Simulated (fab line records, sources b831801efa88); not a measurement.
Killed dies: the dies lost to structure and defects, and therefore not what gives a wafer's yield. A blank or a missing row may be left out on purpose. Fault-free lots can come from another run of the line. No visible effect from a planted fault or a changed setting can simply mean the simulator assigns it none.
Which tool did it? / flow sky130 / 24 lots, 72 wafers sampled, at 6 steps of a route of 708

WHAT THE GAUGES READ, wafer by wafer
SKY_LOCAL_INTERCONNECT_CD_MEAS_11: the cd target is 170 nm. Usual: cd nm reads 169.7 nm (standard deviation 1.3).
lot=L074; measured=day 30 01:09; on=cd sem-02; cd nm (nm)=169.7 171.7 170.9; flag=
lot=L075; measured=day 30 19:59; on=cd sem-02; cd nm (nm)=170.5 168.0 169.1; flag=
lot=L076; measured=day 30 22:44; on=cd sem-02; cd nm (nm)=170.6 169.9 171.1; flag=
lot=L077; measured=day 31 12:23; on=cd sem-02; cd nm (nm)=169.3 169.8 169.6; flag=
lot=L078; measured=day 32 19:28; on=cd sem-01; cd nm (nm)=169.3 169.5 170.5; flag=
lot=L079; measured=day 32 20:11; on=cd sem-01; cd nm (nm)=171.0 168.7 170.1; flag=
lot=L080; measured=day 32 20:29; on=cd sem-02; cd nm (nm)=169.4 169.2 169.6; flag=
lot=L081; measured=day 32 21:28; on=cd sem-01; cd nm (nm)=170.2 170.8 171.5; flag=
lot=L082; measured=day 33 03:22; on=cd sem-02; cd nm (nm)=170.2 170.6 169.5; flag=
lot=L083; measured=day 33 12:20; on=cd sem-01; cd nm (nm)=167.4 169.0 167.5; flag=
lot=L084; measured=day 34 00:40; on=cd sem-02; cd nm (nm)=171.0 169.4 171.5; flag=
lot=L086; measured=day 34 08:47; on=cd sem-01; cd nm (nm)=168.7 168.8 170.2; flag=
lot=L085; measured=day 34 12:41; on=cd sem-02; cd nm (nm)=169.6 167.5 165.9; flag=
lot=L087; measured=day 34 21:47; on=cd sem-02; cd nm (nm)=169.1 171.4 170.1; flag=
lot=L088; measured=day 34 22:26; on=cd sem-02; cd nm (nm)=169.2 168.7 169.4; flag=
lot=L089; measured=day 35 18:17; on=cd sem-02; cd nm (nm)=167.6 168.8 169.2; flag=
lot=L090; measured=day 36 01:44; on=cd sem-02; cd nm (nm)=170.8 170.5 169.9; flag=
lot=L091; measured=day 36 07:08; on=cd sem-01; cd nm (nm)=170.4 170.5 169.2; flag=
lot=L092; measured=day 36 12:54; on=cd sem-02; cd nm (nm)=170.8 168.7 170.0; flag=
lot=L093; measured=day 36 13:27; on=cd sem-01; cd nm (nm)=173.0 170.0 171.6; flag=
lot=L094; measured=day 36 20:41; on=cd sem-02; cd nm (nm)=168.4 170.8 169.7; flag=
lot=L095; measured=day 37 03:29; on=cd sem-01; cd nm (nm)=169.4 168.6 169.3; flag=
lot=L097; measured=day 38 06:59; on=cd sem-01; cd nm (nm)=171.9 173.5 172.6; flag=
lot=L096; measured=day 39 11:08; on=cd sem-02; cd nm (nm)=167.5 168.9 167.4; flag=

SKY_CONTACT_BOW_MEAS_05. Usual: for CONTACT_BOW the level is 80 um and the standard deviation is 7.1.
lot=L074; measured=day 30 02:32; on=film metro-02; CONTACT_BOW (um)=81 82 89; flag=
lot=L075; measured=day 30 21:31; on=film metro-03; CONTACT_BOW (um)=87 90 74; flag=
lot=L076; measured=day 31 00:13; on=film metro-02; CONTACT_BOW (um)=70 69 90; flag=
lot=L077; measured=day 31 13:49; on=film metro-04; CONTACT_BOW (um)=93 70 67; flag=
lot=L078; measured=day 32 20:58; on=film metro-03; CONTACT_BOW (um)=80 85 95; flag=
lot=L079; measured=day 32 21:35; on=film metro-02; CONTACT_BOW (um)=77 78 78; flag=
lot=L080; measured=day 32 21:52; on=film metro-02; CONTACT_BOW (um)=80 89 74; flag=
lot=L081; measured=day 32 22:58; on=film metro-02; CONTACT_BOW (um)=75 84 79; flag=
lot=L082; measured=day 33 04:45; on=film metro-02; CONTACT_BOW (um)=83 73 84; flag=
lot=L083; measured=day 33 13:43; on=film metro-04; CONTACT_BOW (um)=70 78 86; flag=
lot=L084; measured=day 34 02:14; on=film metro-04; CONTACT_BOW (um)=86 85 83; flag=
lot=L086; measured=day 34 10:17; on=film metro-03; CONTACT_BOW (um)=80 88 83; flag=
lot=L085; measured=day 34 14:28; on=film metro-02; CONTACT_BOW (um)=67 77 74; flag=
lot=L087; measured=day 34 23:10; on=film metro-04; CONTACT_BOW (um)=84 88 77; flag=
lot=L088; measured=day 34 23:52; on=film metro-03; CONTACT_BOW (um)=73 89 86; flag=
lot=L089; measured=day 35 19:40; on=film metro-03; CONTACT_BOW (um)=78 75 88; flag=
lot=L090; measured=day 36 03:07; on=film metro-02; CONTACT_BOW (um)=86 77 84; flag=
lot=L091; measured=day 36 08:31; on=film metro-03; CONTACT_BOW (um)=75 74 70; flag=
lot=L092; measured=day 36 14:17; on=film metro-02; CONTACT_BOW (um)=76 84 67; flag=
lot=L093; measured=day 36 14:50; on=film metro-02; CONTACT_BOW (um)=72 74 80; flag=
lot=L094; measured=day 36 22:11; on=film metro-03; CONTACT_BOW (um)=65 82 84; flag=
lot=L095; measured=day 37 04:54; on=film metro-04; CONTACT_BOW (um)=85 76 78; flag=
lot=L097; measured=day 38 08:23; on=film metro-02; CONTACT_BOW (um)=75 78 97; flag=
lot=L096; measured=day 39 12:31; on=film metro-02; CONTACT_BOW (um)=66 82 80; flag=

SKY_CONTACT_CD_MEAS_14: the cd target is 170 nm. Usual: cd nm reads 170.5 nm (standard deviation 1.7).
lot=L074; measured=day 31 06:48; on=cd sem-01; cd nm (nm)=170.3 168.9 169.1; flag=
lot=L075; measured=day 32 01:08; on=cd sem-01; cd nm (nm)=169.5 169.5 170.2; flag=
lot=L076; measured=day 32 04:08; on=cd sem-01; cd nm (nm)=165.9 165.0 166.7; flag=
lot=L077; measured=day 32 17:34; on=cd sem-01; cd nm (nm)=168.7 169.3 170.5; flag=
lot=L078; measured=day 33 23:07; on=cd sem-02; cd nm (nm)=167.3 170.2 168.4; flag=
lot=L079; measured=day 34 00:23; on=cd sem-02; cd nm (nm)=169.3 168.3 170.1; flag=
lot=L080; measured=day 34 00:40; on=cd sem-01; cd nm (nm)=168.1 169.9 170.9; flag=
lot=L081; measured=day 34 02:01; on=cd sem-01; cd nm (nm)=169.7 170.6 169.1; flag=
lot=L082; measured=day 34 07:46; on=cd sem-02; cd nm (nm)=170.2 169.8 170.9; flag=
lot=L083; measured=day 34 16:29; on=cd sem-01; cd nm (nm)=171.2 172.2 172.6; flag=
lot=L084; measured=day 35 05:01; on=cd sem-01; cd nm (nm)=170.8 172.0 171.2; flag=
lot=L086; measured=day 35 13:26; on=cd sem-02; cd nm (nm)=170.1 171.6 171.0; flag=
lot=L085; measured=day 35 16:48; on=cd sem-02; cd nm (nm)=171.1 170.2 169.8; flag=
lot=L087; measured=day 36 01:11; on=cd sem-01; cd nm (nm)=170.9 170.9 169.3; flag=
lot=L088; measured=day 36 02:05; on=cd sem-02; cd nm (nm)=169.6 169.5 167.8; flag=
lot=L089; measured=day 36 21:23; on=cd sem-01; cd nm (nm)=169.5 168.7 170.0; flag=
lot=L090; measured=day 37 04:56; on=cd sem-01; cd nm (nm)=170.0 170.4 170.9; flag=
lot=L091; measured=day 37 10:11; on=cd sem-02; cd nm (nm)=172.1 173.2 172.7; flag=
lot=L092; measured=day 37 15:00; on=cd sem-01; cd nm (nm)=170.0 171.5 170.7; flag=
lot=L093; measured=day 37 16:29; on=cd sem-01; cd nm (nm)=172.2 170.8 172.3; flag=
lot=L094; measured=day 38 00:37; on=cd sem-01; cd nm (nm)=172.1 171.9 172.9; flag=
lot=L095; measured=day 38 07:14; on=cd sem-02; cd nm (nm)=173.2 172.7 173.6; flag=
lot=L097; measured=day 39 09:43; on=cd sem-01; cd nm (nm)=172.5 171.6 172.9; flag=
lot=L096; measured=day 40 13:28; on=cd sem-01; cd nm (nm)=172.1 172.9 172.1; flag=

SKY_CAP2M_OVL_MEAS_12. Usual: for CAP2M_OVL the level is 1.0 nm and the standard deviation is 1.4.
lot=L074; measured=day 40 10:16; on=overlay-01; CAP2M_OVL (nm)=2.7 0.7 0.7; flag=
lot=L075; measured=day 41 03:59; on=overlay-02; CAP2M_OVL (nm)=0.4 1.9 1.9; flag=
lot=L076; measured=day 41 04:32; on=overlay-02; CAP2M_OVL (nm)=1.5 1.6 0.0; flag=
lot=L077; measured=day 41 19:14; on=overlay-02; CAP2M_OVL (nm)=0.4 0.6 -1.2; flag=
lot=L078; measured=day 42 19:05; on=overlay-02; CAP2M_OVL (nm)=3.1 5.3 3.2; flag=
lot=L079; measured=day 42 21:47; on=overlay-01; CAP2M_OVL (nm)=-1.2 0.7 -0.1; flag=
lot=L080; measured=day 42 22:22; on=overlay-01; CAP2M_OVL (nm)=3.4 3.2 3.4; flag=
lot=L081; measured=day 42 23:50; on=overlay-01; CAP2M_OVL (nm)=1.0 1.3 2.1; flag=
lot=L082; measured=day 43 03:17; on=overlay-02; CAP2M_OVL (nm)=-0.9 -0.7 -0.8; flag=
lot=L083; measured=day 43 10:55; on=overlay-02; CAP2M_OVL (nm)=0.9 0.1 1.6; flag=
lot=L084; measured=day 43 23:50; on=overlay-02; CAP2M_OVL (nm)=1.9 0.7 1.6; flag=
lot=L086; measured=day 44 06:38; on=overlay-01; CAP2M_OVL (nm)=-0.9 0.9 -0.4; flag=
lot=L085; measured=day 44 07:25; on=overlay-02; CAP2M_OVL (nm)=2.4 1.9 2.2; flag=
lot=L087; measured=day 44 16:34; on=overlay-02; CAP2M_OVL (nm)=1.1 0.2 1.2; flag=
lot=L088; measured=day 44 18:13; on=overlay-02; CAP2M_OVL (nm)=1.1 0.9 2.1; flag=
lot=L089; measured=day 45 10:52; on=overlay-01; CAP2M_OVL (nm)=0.5 1.5 0.3; flag=
lot=L090; measured=day 45 16:34; on=overlay-01; CAP2M_OVL (nm)=0.6 0.9 -1.9; flag=
lot=L091; measured=day 45 20:49; on=overlay-01; CAP2M_OVL (nm)=-0.6 -0.5 0.4; flag=
lot=L092; measured=day 45 23:34; on=overlay-01; CAP2M_OVL (nm)=1.8 -0.3 1.0; flag=
lot=L093; measured=day 46 00:37; on=overlay-02; CAP2M_OVL (nm)=0.2 0.4 0.6; flag=
lot=L094; measured=day 46 06:13; on=overlay-01; CAP2M_OVL (nm)=1.5 -0.5 0.2; flag=
lot=L095; measured=day 46 12:49; on=overlay-02; CAP2M_OVL (nm)=0.1 -0.3 0.2; flag=
lot=L097; measured=day 47 11:58; on=overlay-02; CAP2M_OVL (nm)=3.8 3.6 3.1; flag=
lot=L096; measured=day 48 09:13; on=overlay-02; CAP2M_OVL (nm)=0.5 -0.5 3.4; flag=

EACH LOT AND THE TOOL THAT RAN IT (in order: tool; ch and the chambers of the sampled wafers; start)
lot=L074; SKY_METAL2_SPUTTER_04=pvd sputter-04, day 33 17:44; SKY_VIA3_CVD_21=cvd w-02 ch 0,1, day 39 08:56
lot=L075; SKY_METAL2_SPUTTER_04=pvd sputter-04, day 34 12:07; SKY_VIA3_CVD_21=cvd w-02 ch 0,1, day 40 03:17
lot=L076; SKY_METAL2_SPUTTER_04=pvd sputter-02, day 34 12:46; SKY_VIA3_CVD_21=cvd w-01 ch 0,1, day 40 04:14
lot=L077; SKY_METAL2_SPUTTER_04=pvd sputter-03, day 35 02:55; SKY_VIA3_CVD_21=cvd w-01 ch 0,1, day 40 17:55
lot=L078; SKY_METAL2_SPUTTER_04=pvd sputter-02, day 36 08:37; SKY_VIA3_CVD_21=cvd w-01 ch 0,1, day 41 19:07
lot=L079; SKY_METAL2_SPUTTER_04=pvd sputter-04, day 36 08:53; SKY_VIA3_CVD_21=cvd w-02 ch 0,1, day 41 21:37
lot=L080; SKY_METAL2_SPUTTER_04=pvd sputter-03, day 36 09:34; SKY_VIA3_CVD_21=cvd w-02 ch 0,1, day 41 22:20
lot=L081; SKY_METAL2_SPUTTER_04=pvd sputter-02, day 36 11:30; SKY_VIA3_CVD_21=cvd w-01 ch 0,1, day 41 23:36
lot=L082; SKY_METAL2_SPUTTER_04=pvd sputter-04, day 36 16:20; SKY_VIA3_CVD_21=cvd w-02 ch 0,1, day 42 03:23
lot=L083; SKY_METAL2_SPUTTER_04=pvd sputter-02, day 37 00:58; SKY_VIA3_CVD_21=cvd w-01 ch 0, day 42 10:56
lot=L084; SKY_METAL2_SPUTTER_04=pvd sputter-02, day 37 13:19; SKY_VIA3_CVD_21=cvd w-02 ch 0,1, day 43 00:20
lot=L086; SKY_METAL2_SPUTTER_04=pvd sputter-03, day 37 22:25; SKY_VIA3_CVD_21=cvd w-01 ch 0, day 43 07:03
lot=L085; SKY_METAL2_SPUTTER_04=pvd sputter-04, day 38 01:21; SKY_VIA3_CVD_21=cvd w-02 ch 0,1, day 43 07:44
lot=L087; SKY_METAL2_SPUTTER_04=pvd sputter-04, day 38 09:58; SKY_VIA3_CVD_21=cvd w-01 ch 0,1, day 43 17:20
lot=L088; SKY_METAL2_SPUTTER_04=pvd sputter-04, day 38 11:33; SKY_VIA3_CVD_21=cvd w-01 ch 0, day 43 18:48
lot=L089; SKY_METAL2_SPUTTER_04=pvd sputter-02, day 39 05:51; SKY_VIA3_CVD_21=cvd w-02 ch 0,1, day 44 12:13
lot=L090; SKY_METAL2_SPUTTER_04=pvd sputter-02, day 39 13:29; SKY_VIA3_CVD_21=cvd w-01 ch 0,1, day 44 18:42
lot=L091; SKY_METAL2_SPUTTER_04=pvd sputter-02, day 39 17:23; SKY_VIA3_CVD_21=cvd w-01 ch 0,1, day 44 22:45
lot=L092; SKY_METAL2_SPUTTER_04=pvd sputter-03, day 39 21:27; SKY_VIA3_CVD_21=cvd w-01 ch 0,1, day 45 02:23
lot=L093; SKY_METAL2_SPUTTER_04=pvd sputter-04, day 39 23:49; SKY_VIA3_CVD_21=cvd w-01 ch 1, day 45 03:26
lot=L094; SKY_METAL2_SPUTTER_04=pvd sputter-04, day 40 08:15; SKY_VIA3_CVD_21=cvd w-01 ch 0,1, day 45 09:04
lot=L095; SKY_METAL2_SPUTTER_04=pvd sputter-03, day 40 14:30; SKY_VIA3_CVD_21=cvd w-01 ch 0,1, day 45 15:38
lot=L097; SKY_METAL2_SPUTTER_04=pvd sputter-04, day 41 15:15; SKY_VIA3_CVD_21=cvd w-01 ch 0,1, day 46 11:53
lot=L096; SKY_METAL2_SPUTTER_04=pvd sputter-04, day 42 17:37; SKY_VIA3_CVD_21=cvd w-01 ch 0,1, day 47 13:32
- SKY_METAL2_SPUTTER_04: material TiN, target thk 70 nm, time 58.3 s.
- SKY_VIA3_CVD_21: deposits W, target thk 390 nm, time 117.31 s.

AS READ BY THE TOOLS THEMSELVES (means over the sampled wafers that have a number; for cases with no such wafer, the mark the record gives instead)
SKY_METAL2_SPUTTER_04. Usual: throttle valve pct reads 30.4 % (standard deviation 1.2).
lot=L074; tool=pvd sputter-04; throttle valve pct (%)=29.3; flag=
lot=L075; tool=pvd sputter-04; throttle valve pct (%)=30.3; flag=
lot=L076; tool=pvd sputter-02; throttle valve pct (%)=31.1; flag=
lot=L077; tool=pvd sputter-03; throttle valve pct (%)=31.1; flag=
lot=L078; tool=pvd sputter-02; throttle valve pct (%)=30.8; flag=
lot=L079; tool=pvd sputter-04; throttle valve pct (%)=30.5; flag=
lot=L080; tool=pvd sputter-03; throttle valve pct (%)=31.1; flag=
lot=L081; tool=pvd sputter-02; throttle valve pct (%)=28.8; flag=
lot=L082; tool=pvd sputter-04; throttle valve pct (%)=30.1; flag=
lot=L083; tool=pvd sputter-02; throttle valve pct (%)=30.6; flag=
lot=L084; tool=pvd sputter-02; throttle valve pct (%)=30.8; flag=
lot=L086; tool=pvd sputter-03; throttle valve pct (%)=30.5; flag=
lot=L085; tool=pvd sputter-04; throttle valve pct (%)=30.4; flag=
lot=L087; tool=pvd sputter-04; throttle valve pct (%)=29.9; flag=
lot=L088; tool=pvd sputter-04; throttle valve pct (%)=30.3; flag=
lot=L089; tool=pvd sputter-02; throttle valve pct (%)=30.4; flag=
lot=L090; tool=pvd sputter-02; throttle valve pct (%)=29.8; flag=
lot=L091; tool=pvd sputter-02; throttle valve pct (%)=30.3; flag=
lot=L092; tool=pvd sputter-03; throttle valve pct (%)=31.2; flag=
lot=L093; tool=pvd sputter-04; throttle valve pct (%)=29.8; flag=
lot=L094; tool=pvd sputter-04; throttle valve pct (%)=29.9; flag=
lot=L095; tool=pvd sputter-03; throttle valve pct (%)=31.9; flag=
lot=L097; tool=pvd sputter-04; throttle valve pct (%)=30.4; flag=
lot=L096; tool=pvd sputter-04; throttle valve pct (%)=30.0; flag=

SKY_VIA3_CVD_21. Usual: heater power w reads 835 W (standard deviation 67).
lot=L074; tool=cvd w-02; heater power w (W)=877; flag=
lot=L075; tool=cvd w-02; heater power w (W)=872; flag=
lot=L076; tool=cvd w-01; heater power w (W)=799; flag=
lot=L077; tool=cvd w-01; heater power w (W)=852; flag=
lot=L078; tool=cvd w-01; heater power w (W)=796; flag=
lot=L079; tool=cvd w-02; heater power w (W)=877; flag=
lot=L080; tool=cvd w-02; heater power w (W)=864; flag=
lot=L081; tool=cvd w-01; heater power w (W)=840; flag=
lot=L082; tool=cvd w-02; heater power w (W)=883; flag=
lot=L083; tool=cvd w-01; heater power w (W)=738; flag=
lot=L084; tool=cvd w-02; heater power w (W)=860; flag=
lot=L086; tool=cvd w-01; heater power w (W)=749; flag=
lot=L085; tool=cvd w-02; heater power w (W)=874; flag=
lot=L087; tool=cvd w-01; heater power w (W)=806; flag=
lot=L088; tool=cvd w-01; heater power w (W)=746; flag=
lot=L089; tool=cvd w-02; heater power w (W)=893; flag=
lot=L090; tool=cvd w-01; heater power w (W)=852; flag=
lot=L091; tool=cvd w-01; heater power w (W)=786; flag=
lot=L092; tool=cvd w-01; heater power w (W)=785; flag=
lot=L093; tool=cvd w-01; heater power w (W)=882; flag=
lot=L094; tool=cvd w-01; heater power w (W)=825; flag=
lot=L095; tool=cvd w-01; heater power w (W)=848; flag=
lot=L097; tool=cvd w-01; heater power w (W)=797; flag=
lot=L096; tool=cvd w-01; heater power w (W)=786; flag=

THE ANSWER, worked out from the rows above alone
Rule: take the mean of a lot's wafers that have a number; if it is more than 3 standard deviations from the usual mean, the lot is off. A lot without any number at a reading at which 4 lots or more have one is off too. The other lots that the step has rows for count as sound. After the gauges, taken in route order, come the tools' own readings; for these a lot's mean is taken, as printed above. The first step at which some lot is off is used, and at that step the reading that is off furthest; a lot without a number counts as furthest.
No lot is off on any of the readings shown, so nothing can be concluded from this.

WHAT THE SIMULATOR HAD INSERTED
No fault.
